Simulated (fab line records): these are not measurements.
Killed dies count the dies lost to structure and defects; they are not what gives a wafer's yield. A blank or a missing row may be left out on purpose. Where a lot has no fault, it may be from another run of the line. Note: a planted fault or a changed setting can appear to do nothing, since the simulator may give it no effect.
Which tool was responsible? :: flow sfq-line :: 21 wafers from 7 lots sampled at 3 of the route's 325 steps

WHAT THE GAUGES SHOWED, per wafer
SFQ_I7_BOW_MEAS_946.
lot: L182
measured: day 70 04:01
on: film-metro-01
I7_BOW (um): -2 -4 0

lot: L184
measured: day 77 04:10
on: film-metro-01
I7_BOW (um): 6 6 14

lot: L186
measured: day 77 13:10
on: film-metro-03
I7_BOW (um): 3 5 1

lot: L188
measured: day 78 01:10
on: film-metro-03
I7_BOW (um): 15 21 11

lot: L196
measured: day 79 04:11
on: film-metro-01
I7_BOW (um): -12 9 -3

lot: L198
measured: day 79 10:12
on: film-metro-01
I7_BOW (um): 15 11 17

lot: L202
measured: day 79 20:28
on: film-metro-03
I7_BOW (um): 6 2 1

WHICH TOOL RAN EACH LOT (tool, then ch and the chambers of the sampled wafers, then the start)
lot: L182
SFQ_TRILAYER_M0_LITHO_PEB_024: litho-track-02 ch 0, day 12 10:28
SFQ_TRILAYER_M5_STRIP_STRIP_127: rie-metal-03 ch 1, day 53 03:10

lot: L184
SFQ_TRILAYER_M0_LITHO_PEB_024: litho-track-04 ch 0, day 13 05:30
SFQ_TRILAYER_M5_STRIP_STRIP_127: rie-metal-04 ch 0,1, day 53 10:22

lot: L186
SFQ_TRILAYER_M0_LITHO_PEB_024: litho-track-03 ch 0, day 13 18:42
SFQ_TRILAYER_M5_STRIP_STRIP_127: rie-metal-04 ch 0,1, day 53 17:34

lot: L188
SFQ_TRILAYER_M0_LITHO_PEB_024: litho-track-04 ch 0, day 14 10:01
SFQ_TRILAYER_M5_STRIP_STRIP_127: rie-metal-01 ch 0,1, day 59 19:25

lot: L196
SFQ_TRILAYER_M0_LITHO_PEB_024: litho-track-04 ch 0, day 18 02:56
SFQ_TRILAYER_M5_STRIP_STRIP_127: rie-metal-04 ch 0, day 61 16:43

lot: L198
SFQ_TRILAYER_M0_LITHO_PEB_024: litho-track-02 ch 0, day 18 22:10
SFQ_TRILAYER_M5_STRIP_STRIP_127: rie-metal-04 ch 0,1, day 61 21:16

lot: L202
SFQ_TRILAYER_M0_LITHO_PEB_024: litho-track-03 ch 0, day 20 21:31
SFQ_TRILAYER_M5_STRIP_STRIP_127: rie-metal-03 ch 0,1, day 63 22:34
- SFQ_TRILAYER_M0_LITHO_PEB_024: peb time 60 s.
- SFQ_TRILAYER_M5_STRIP_STRIP_127: strips in O2.

THE ANSWER, worked out from the rows above alone
Rule: the lots themselves supply what counts as usual. The widest of any qualifying gaps counts: lots, ordered by their means at a reading, are off when they make up no more than a third of the lots, leave a main group of 4 or more, and stand apart from it by 3 or more times the standard deviation of that group's means. A main group whose means are all the same, to the digits that the tables above print for the reading, isn't used. A lot without any number at a reading at which 4 lots or more have one is off too. All remaining lots with rows at the step are treated as sound.
No lot is off at any reading shown: from this, nothing can be told.

WHAT THE SIMULATOR HAD PUT IN
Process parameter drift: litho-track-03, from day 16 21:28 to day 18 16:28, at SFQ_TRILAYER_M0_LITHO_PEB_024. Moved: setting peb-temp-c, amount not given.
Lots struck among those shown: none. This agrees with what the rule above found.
